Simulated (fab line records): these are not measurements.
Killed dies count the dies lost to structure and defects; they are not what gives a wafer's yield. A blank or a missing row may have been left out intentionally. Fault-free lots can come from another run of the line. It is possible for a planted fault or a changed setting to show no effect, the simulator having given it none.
Which tool was responsible? || flow sky130 || Sampling: 10 lots, 30 wafers, 4 of 708 route steps

WHAT THE GAUGES SHOWED, per wafer
SKY_VIA4_RS_MEAS_19: measurement is done with a four-point probe.
{"lot": "L507", "measured": "day 43 22:05", "on": "film metro-03", "VIA4_W_RS (ohm/sq)": "0.227 0.223 0.223"}
{"lot": "L508", "measured": "day 44 06:48", "on": "film metro-03", "VIA4_W_RS (ohm/sq)": "0.220 0.228 0.222"}
{"lot": "L510", "measured": "day 44 19:31", "on": "film metro-04", "VIA4_W_RS (ohm/sq)": "0.226 0.223 0.218"}
{"lot": "L515", "measured": "day 46 02:16", "on": "film metro-02", "VIA4_W_RS (ohm/sq)": "0.226 0.221 0.222"}
{"lot": "L516", "measured": "day 46 08:15", "on": "film metro-03", "VIA4_W_RS (ohm/sq)": "0.143 0.144 0.234"}
{"lot": "L517", "measured": "day 46 14:12", "on": "film metro-04", "VIA4_W_RS (ohm/sq)": "0.143 0.143 0.227"}
{"lot": "L521", "measured": "day 47 14:09", "on": "film metro-04", "VIA4_W_RS (ohm/sq)": "0.228 0.227 0.234"}
{"lot": "L524", "measured": "day 48 10:37", "on": "film metro-04", "VIA4_W_RS (ohm/sq)": "0.228 0.224 0.222"}
{"lot": "L527", "measured": "day 48 20:38", "on": "film metro-02", "VIA4_W_RS (ohm/sq)": "0.225 0.228 0.224"}
{"lot": "L530", "measured": "day 49 08:11", "on": "film metro-04", "VIA4_W_RS (ohm/sq)": "0.225 0.226 0.229"}

WHICH TOOL RAN EACH LOT (tool, then ch and the chambers of the sampled wafers, then the start)
{"lot": "L507", "SKY_METAL4_STRIP_19": "plasma asher-01 ch 0,1, day 42 20:12", "SKY_VIA4_STRIP_13": "plasma asher-03 ch 0, day 43 21:16", "SKY_VIA4_CVD_18": "cvd w-01 ch 0,1, day 43 21:55"}
{"lot": "L508", "SKY_METAL4_STRIP_19": "plasma asher-01 ch 0,1, day 43 05:38", "SKY_VIA4_STRIP_13": "plasma asher-04 ch 0,1, day 44 05:58", "SKY_VIA4_CVD_18": "cvd w-02 ch 0,1, day 44 06:39"}
{"lot": "L510", "SKY_METAL4_STRIP_19": "plasma asher-03 ch 0,1, day 43 18:14", "SKY_VIA4_STRIP_13": "plasma asher-01 ch 0,1, day 44 18:41", "SKY_VIA4_CVD_18": "cvd w-02 ch 0,1, day 44 19:22"}
{"lot": "L515", "SKY_METAL4_STRIP_19": "plasma asher-03 ch 0,1, day 45 01:57", "SKY_VIA4_STRIP_13": "plasma asher-03 ch 0,1, day 46 01:26", "SKY_VIA4_CVD_18": "cvd w-02 ch 0,1, day 46 02:07"}
{"lot": "L516", "SKY_METAL4_STRIP_19": "plasma asher-01 ch 0,1, day 45 08:02", "SKY_VIA4_STRIP_13": "plasma asher-03 ch 0,1, day 46 07:22", "SKY_VIA4_CVD_18": "cvd w-02 ch 0,1, day 46 08:04"}
{"lot": "L517", "SKY_METAL4_STRIP_19": "plasma asher-03 ch 0,1, day 45 14:38", "SKY_VIA4_STRIP_13": "plasma asher-03 ch 1, day 46 13:23", "SKY_VIA4_CVD_18": "cvd w-02 ch 0,1, day 46 14:02"}
{"lot": "L521", "SKY_METAL4_STRIP_19": "plasma asher-03 ch 0,1, day 46 15:55", "SKY_VIA4_STRIP_13": "plasma asher-01 ch 0,1, day 47 13:18", "SKY_VIA4_CVD_18": "cvd w-01 ch 0,1, day 47 14:01"}
{"lot": "L524", "SKY_METAL4_STRIP_19": "plasma asher-02 ch 0,1, day 47 12:45", "SKY_VIA4_STRIP_13": "plasma asher-03 ch 0,1, day 48 09:43", "SKY_VIA4_CVD_18": "cvd w-01 ch 0,1, day 48 10:28"}
{"lot": "L527", "SKY_METAL4_STRIP_19": "plasma asher-02 ch 0,1, day 47 23:30", "SKY_VIA4_STRIP_13": "plasma asher-03 ch 0,1, day 48 19:50", "SKY_VIA4_CVD_18": "cvd w-01 ch 0,1, day 48 20:29"}
{"lot": "L530", "SKY_METAL4_STRIP_19": "plasma asher-03 ch 0,1, day 48 11:10", "SKY_VIA4_STRIP_13": "plasma asher-04 ch 0,1, day 49 07:22", "SKY_VIA4_CVD_18": "cvd w-01 ch 0,1, day 49 08:01"}
- SKY_METAL4_STRIP_19: strips in O2/N2.
- SKY_VIA4_STRIP_13: strips in O2/N2.
- SKY_VIA4_CVD_18: deposits W, target thk 505 nm, time 152.14 s.

THE ANSWER, worked out from the rows above alone
Rule: the usual values come from the lots themselves. The widest of any qualifying gaps counts: lots, ordered by their means at a reading, are off when they make up no more than a third of the lots, leave a main group of 4 or more, and stand apart from it by 3 or more times the standard deviation of that group's means. The tables above print the reading to a certain number of digits; a main group whose means all agree to those digits is not used. Also off: a lot with no number at a reading for which 4 or more lots have one. The other lots that the step has rows for count as sound.
Off: L516, L517, seen at SKY_VIA4_RS_MEAS_19 (VIA4_W_RS). For the main group the mean is 0.225 ohm/sq and the standard deviation 0.0022.
If a tool, at a process step before that reading, ran all the lots that are off and no sound lot after the first of them, it fits. Gauges at SKY_VIA4_RS_MEAS_19: tried the same way as those tools. One candidate fits, namely cvd w-02 at SKY_VIA4_CVD_18. A fault onset in the window from L515 (day 46 02:07, its last sound lot) to L516 (day 46 08:04, its first lot off) fits.

WHAT THE SIMULATOR HAD PUT IN
cvd w-02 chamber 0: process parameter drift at SKY_VIA4_CVD_18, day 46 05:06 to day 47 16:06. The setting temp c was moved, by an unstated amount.
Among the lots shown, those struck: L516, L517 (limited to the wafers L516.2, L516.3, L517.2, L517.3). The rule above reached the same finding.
